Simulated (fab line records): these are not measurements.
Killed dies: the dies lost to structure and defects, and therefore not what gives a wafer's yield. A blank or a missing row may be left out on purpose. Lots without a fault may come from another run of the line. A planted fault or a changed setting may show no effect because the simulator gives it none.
fab line records	flow sky130
record lots=14	wafers=42	last-day=50
route steps=708 shown FIELD_ISO@1 VT_ADJUST_HVTP@95 VT_ADJUST_NCORE@126 LDD_N@241
lots untouched by any fault: they come from a run of this same line in which no faults occurred
start-h: hours from the record's opening day to when the first of the lot's shown wafers began	wait-h: how many hours have passed since the lot's step before this one	" as in the row above	L1.1+2: a row that stands for several wafers	- no value, or no start given	* or withheld: withheld	< > ~ a bound
route shown NAME@n: NAME is a module with steps in the file, n the number in the route of the first one	usual: mean/standard deviation taken from wafers without a fault	same: alike in all rows	chamber/n: place in a boat	sites: per-site readings	_std_site: standard deviation across them	_edge_site: the outer-site mean with the inner-site mean subtracted	radius-mm: how far each site lies from the wafer's centre	mask NAME#n: copy n	behind: the most recent tool/chamber to have shaped the wafer	hold: reason for holding the lot/hours on hold/outcome of the hold	device: which transistor (n, p or np) failed to switch	end of line: the tests these same wafers got at the end of their route	a step without rows: its recipe alone	killed: dies that structure and defects cost at the first sort, which is not the same as the wafer's yield	map: shows each die of a wafer: x if killed, . if not, _ if none is there
set.NAME: the setting that was run; set.NAME@STEP: the one run at that earlier step	model.NAME: the simulator's own value behind a step, which no gauge read
a sample of lots followed through the steps of the route, with each step as a table and each wafer as a row
services: a tool's chamber out of use, with start hour (start-h, from the record's first day; less than 0 if before it), hours out, and reason
## steps
# step SKY_FIELD_ISO_BOW_MEAS_00
# recipe mode=bow
# usual INCOMING_BOW=0/5.8
lot.wafer	tool	chamber	start-h	wait-h	INCOMING_BOW[um]
L693.3	film-metro-02	-	10.04	-	-16
L693.4	"	-	"	"	4
L693.6	"	-	"	"	-13
L694.1	film-metro-02	-	15.00	-	-1
L694.3	"	-	"	"	3
L694.4	"	-	"	"	1
L698.1	film-metro-04	-	35.00	-	2
L698.2	"	-	"	"	-7
L698.3	"	-	"	"	-1
L699.1	film-metro-01	-	40.00	-	-3
L699.2	"	-	"	"	-3
L699.4	"	-	"	"	1
L700.1	film-metro-04	-	45.00	-	-11
L700.2	"	-	"	"	5
L700.4	"	-	"	"	5
L702.2	film-metro-04	-	55.02	-	3
L702.4	"	-	"	"	-3
L702.6	"	-	"	"	-9
L703.2	film-metro-04	-	60.02	-	-13
L703.4	"	-	"	"	0
L703.5	"	-	"	"	-3
L709.1	film-metro-01	-	90.00	-	5
L709.2	"	-	"	"	1
L709.5	"	-	"	"	1
L711.1	film-metro-01	-	100.00	-	-4
L711.2	"	-	"	"	7
L711.5	"	-	"	"	3
L712.1	film-metro-01	-	105.00	-	2
L712.2	"	-	"	"	-7
L712.6	"	-	"	"	7
L713.4	film-metro-04	-	110.06	-	-11
L713.5	"	-	"	"	1
L713.6	"	-	"	"	1
L714.1	film-metro-02	-	115.00	-	5
L714.4	"	-	"	"	-3
L714.6	"	-	"	"	7
L715.1	film-metro-04	-	120.00	-	1
L715.3	"	-	"	"	-7
L715.6	"	-	"	"	-13
L716.2	film-metro-01	-	125.02	-	9
L716.4	"	-	"	"	4
L716.6	"	-	"	"	-2
# step SKY_VT_ADJUST_HVTP_STRIP_10
# recipe chemistry=O2/N2	power-w=1400	pressure-mtorr=1500	platen-temp-c=withheld	o2-flow-sccm=3000	n2-flow-sccm=300	overash-fraction=0.5
# usual drypump-motor-current-A=5.76/0.26	n2-flow-sccm=299.9/0.87	oes-product-au=0.716/0.0046	strip-time-to-endpoint-s=14.18/0.044
# same overash-fraction=0.5
lot.wafer	tool	chamber	start-h	wait-h	drypump-motor-current-A	n2-flow-sccm	oes-product-au	rf-hours-counter-h	strip-time-to-endpoint-s
L694.1	plasma-asher-04	0	139.88	0.1	5.58	301.5	0.720	45	14.22
L694.3	"	1	"	"	6.18	298.7	0.717	-	14.22
L694.4	"	0	"	"	5.58	301.6	0.718	-	14.19
L693.3	plasma-asher-02	1	140.86	0.1	5.77	300.5	0.711	-	14.17
L693.4	"	0	"	"	5.62	300.0	0.714	-	14.11
L693.6	"	0	"	"	5.64	298.2	0.712	-	14.14
L699.1	plasma-asher-02	1	158.12	0.1	5.77	301.0	0.721	49	14.13
L699.2	"	0	"	"	5.63	299.4	0.716	49	14.14
L699.4	"	0	"	"	5.63	301.1	0.726	-	14.14
L698.1	plasma-asher-02	1	158.96	0.1	5.79	300.7	0.722	50	14.11
L698.2	"	0	"	"	5.62	299.4	0.711	50	14.10
L698.3	"	1	"	"	5.76	298.8	0.708	-	14.08
L700.1	plasma-asher-03	1	167.76	0.1	5.41	298.5	0.715	34	14.21
L700.2	"	0	"	"	5.70	299.6	0.715	34	14.24
L700.4	"	1	"	"	5.40	298.2	0.718	-	14.26
L703.2	plasma-asher-03	1	184.17	0.1	5.40	299.7	0.716	36	14.20
L703.4	"	1	"	"	5.42	298.4	0.723	-	14.23
L703.5	"	0	"	"	5.63	301.1	0.714	-	14.20
L702.2	plasma-asher-03	0	185.06	0.1	5.65	299.2	0.717	36	14.23
L702.4	"	1	"	"	5.38	298.1	0.725	-	14.20
L702.6	"	0	"	"	5.64	300.2	0.721	-	14.20
L709.1	plasma-asher-04	0	229.88	0.1	5.59	300.5	0.716	54	14.16
L709.2	"	1	"	"	6.20	299.2	0.708	54	14.16
L709.5	"	0	"	"	5.58	300.2	0.714	-	14.14
L711.1	plasma-asher-04	1	235.86	0.1	6.19	299.4	0.720	55	14.16
L711.2	"	0	"	"	5.57	299.5	0.705	55	14.20
L711.5	"	1	"	"	6.19	298.7	0.719	-	14.15
L712.1	plasma-asher-04	1	242.21	0.1	6.18	300.7	0.720	55	14.20
L712.2	"	0	"	"	5.59	299.0	0.711	55	14.16
L712.6	"	1	"	"	6.22	300.6	0.713	-	14.17
L713.4	plasma-asher-04	0	251.84	0.1	5.59	301.3	0.722	-	14.18
L713.5	"	0	"	"	5.58	301.6	0.721	-	14.22
L713.6	"	1	"	"	6.12	300.0	0.705	-	14.20
L714.1	plasma-asher-04	0	258.23	0.1	5.59	299.6	0.719	57	14.13
L714.4	"	0	"	"	5.59	299.4	0.719	-	14.11
L714.6	"	0	"	"	5.59	299.1	0.714	-	14.12
L715.1	plasma-asher-04	1	267.46	0.1	6.21	299.3	0.724	58	14.17
L715.3	"	1	"	"	6.22	300.2	0.715	-	14.19
L715.6	"	0	"	"	5.59	299.9	0.719	-	14.13
L716.2	plasma-asher-03	1	275.23	0.1	5.41	300.2	0.723	43	14.27
L716.4	"	0	"	"	5.65	300.4	0.719	-	14.22
L716.6	"	1	"	"	5.42	299.9	0.712	-	14.28
# step SKY_VT_ADJUST_NCORE_CD_MEAS_07
# recipe target-cd-nm=380
# usual cd-nm=381.8/2.4
lot.wafer	tool	chamber	start-h	wait-h	cd-nm
L694.1	cd-sem-01	-	202.25	0.1	380.1
L694.3	"	-	"	"	382.3
L694.4	"	-	"	"	378.9
L693.3	cd-sem-02	-	203.19	0.1	383.7
L693.4	"	-	"	"	382.8
L693.6	"	-	"	"	382.9
L699.1	cd-sem-02	-	221.67	0.1	378.6
L699.2	"	-	"	"	379.4
L699.4	"	-	"	"	380.0
L698.1	cd-sem-02	-	222.97	0.1	380.1
L698.2	"	-	"	"	382.3
L698.3	"	-	"	"	380.0
L700.1	cd-sem-01	-	232.52	0.1	380.3
L700.2	"	-	"	"	382.0
L700.4	"	-	"	"	379.5
L703.2	cd-sem-01	-	251.34	0.1	382.0
L703.4	"	-	"	"	383.9
L703.5	"	-	"	"	382.9
L702.2	cd-sem-02	-	251.74	0.1	384.4
L702.4	"	-	"	"	388.1
L702.6	"	-	"	"	386.8
L709.1	cd-sem-01	-	302.37	0.1	385.5
L709.2	"	-	"	"	386.7
L709.5	"	-	"	"	389.3
L711.1	cd-sem-02	-	308.07	0.1	380.7
L711.2	"	-	"	"	379.7
L711.5	"	-	"	"	381.6
L712.1	cd-sem-01	-	313.70	0.1	379.2
L712.2	"	-	"	"	379.7
L712.6	"	-	"	"	380.4
L713.4	cd-sem-02	-	324.21	0.1	384.7
L713.5	"	-	"	"	383.0
L713.6	"	-	"	"	385.5
L714.1	cd-sem-02	-	330.21	0.1	381.9
L714.4	"	-	"	"	382.2
L714.6	"	-	"	"	379.7
L715.1	cd-sem-01	-	340.72	0.1	381.6
L715.3	"	-	"	"	383.8
L715.6	"	-	"	"	383.8
L716.2	cd-sem-01	-	349.48	0.1	380.4
L716.4	"	-	"	"	378.8
L716.6	"	-	"	"	380.8
# step SKY_LDD_N_EXPOSE_04
# recipe mask-id=NTM	target-cd-nm=840	na=0.6	source-shape=conventional	sigma-outer=0.6	dose-mj=110
# usual exposure-dose-mJ-cm2=110.01/0.11	focus-offset-nm=0.0/0.53
lot.wafer	tool	chamber	start-h	wait-h	mask	exposure-dose-mJ-cm2	focus-offset-nm
L693.3	iline-stepper-01	0	414.67	-	NTM#0	109.98	-0.2
L693.4	"	0	"	"	NTM#0	110.03	-0.1
L693.6	"	0	"	"	NTM#0	110.04	-0.6
L694.1	iline-stepper-02	0	414.87	-	NTM#0	109.93	0.7
L694.3	"	0	"	"	NTM#0	109.89	0.8
L694.4	"	0	"	"	NTM#0	109.95	0.8
L699.1	iline-stepper-01	0	466.41	-	NTM#0	109.75	0.3
L699.2	"	0	"	"	NTM#0	110.01	0.5
L699.4	"	0	"	"	NTM#0	109.99	0.4
L698.1	iline-stepper-02	0	466.68	-	NTM#0	109.92	-0.2
L698.2	"	0	"	"	NTM#0	109.99	0.3
L698.3	"	0	"	"	NTM#0	109.80	-0.1
L700.1	iline-stepper-02	0	471.41	-	NTM#0	110.11	0.0
L700.2	"	0	"	"	NTM#0	110.06	-0.2
L700.4	"	0	"	"	NTM#0	110.09	0.0
L703.2	iline-stepper-01	0	480.53	-	NTM#0	109.95	-0.2
L703.4	"	0	"	"	NTM#0	109.97	-1.0
L703.5	"	0	"	"	NTM#0	109.84	-0.6
L702.2	iline-stepper-02	0	481.91	-	NTM#0	109.85	0.0
L702.4	"	0	"	"	NTM#0	109.98	0.0
L702.6	"	0	"	"	NTM#0	109.95	0.9
L709.1	iline-stepper-02	-	535.09	-	NTM#0	-	-
L709.2	"	-	"	"	NTM#0	-	-
L709.5	"	-	"	"	NTM#0	-	-
L711.1	iline-stepper-01	-	542.06	-	NTM#0	-	-
L711.2	"	-	"	"	NTM#0	-	-
L711.5	"	-	"	"	NTM#0	-	-
L712.1	iline-stepper-02	0	560.44	-	NTM#0	110.17	0.6
L712.2	"	0	"	"	NTM#0	110.12	0.8
L712.6	"	0	"	"	NTM#0	110.06	0.2
L713.4	iline-stepper-01	0	565.30	-	NTM#0	109.92	-0.9
L713.5	"	0	"	"	NTM#0	109.89	-1.0
L713.6	"	0	"	"	NTM#0	109.96	-0.3
L714.1	iline-stepper-02	0	575.24	-	NTM#0	109.78	0.0
L714.4	"	0	"	"	NTM#0	109.93	0.5
L714.6	"	0	"	"	NTM#0	109.88	0.9
L715.1	iline-stepper-02	0	582.07	-	NTM#0	109.87	-0.9
L715.3	"	0	"	"	NTM#0	109.87	-0.1
L715.6	"	0	"	"	NTM#0	109.99	0.3
L716.2	iline-stepper-02	0	587.27	-	NTM#0	110.12	0.0
L716.4	"	0	"	"	NTM#0	109.96	-0.6
L716.6	"	0	"	"	NTM#0	110.02	-0.8
## services
tool	chamber	start-h	hours	kind
plasma-asher-03	-	139.75	11.1	repair
iline-stepper-01	-	168.95	11.1	repair
iline-stepper-01	-	203.72	1.7	pm
plasma-asher-03	-	230.72	14.6	pm
iline-stepper-02	-	305.31	1.7	pm
plasma-asher-02	-	307.86	1.8	repair
iline-stepper-01	-	317.04	4.1	repair
plasma-asher-04	-	384.05	2.2	repair
plasma-asher-04	-	401.92	2.2	repair
plasma-asher-04	-	421.25	9.0	pm
plasma-asher-04	0	421.25	9.0	vent-cycle
plasma-asher-04	1	421.25	9.0	vent-cycle
iline-stepper-01	-	421.90	1.7	pm
plasma-asher-04	0	430.25	-	clean
plasma-asher-04	1	430.25	-	clean
iline-stepper-01	-	456.30	6.0	repair
plasma-asher-03	-	490.70	1.2	repair
iline-stepper-02	-	504.14	4.4	pm
iline-stepper-02	-	508.58	2.1	pm
iline-stepper-02	-	510.67	-	consumable-replace:lamp
iline-stepper-02	-	523.39	1.7	pm
plasma-asher-03	-	551.24	1.0	repair
iline-stepper-01	-	572.61	0.6	repair
## key
first-sign step=SKY_LDD_N_EXPOSE_04	reading=tool-record	direction=missing
effect none on later readings
met-at SKY_LDD_N_EXPOSE_04
struck-lots L709,L711
sort-left-out L709.1,L709.2,L709.5,L711.1,L711.2,L711.5
tester-left-out L709,L711
not-acting-at SKY_FIELD_ISO_BOW_MEAS_00,SKY_VT_ADJUST_HVTP_STRIP_10,SKY_VT_ADJUST_NCORE_CD_MEAS_07
onset-between 481.91 535.09
fault kind=skipped-step-whole	tool=iline-stepper-01,iline-stepper-02	chamber=-	onset-h=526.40	steps=SKY_LDD_N_EXPOSE_04	scope=struck-lots-only
# tester-left-out: of these lots the tester's yield and bins aren't shown, on N5 and GAA mostly nor the transistor test; their killed dies are dies lost to structure and defects alone, not to doping, threshold or leakage, so they don't give the yield
# sort-left-out: the simulated sort isn't trusted on such a fault, so these wafers' sort isn't shown, and their yield isn't known
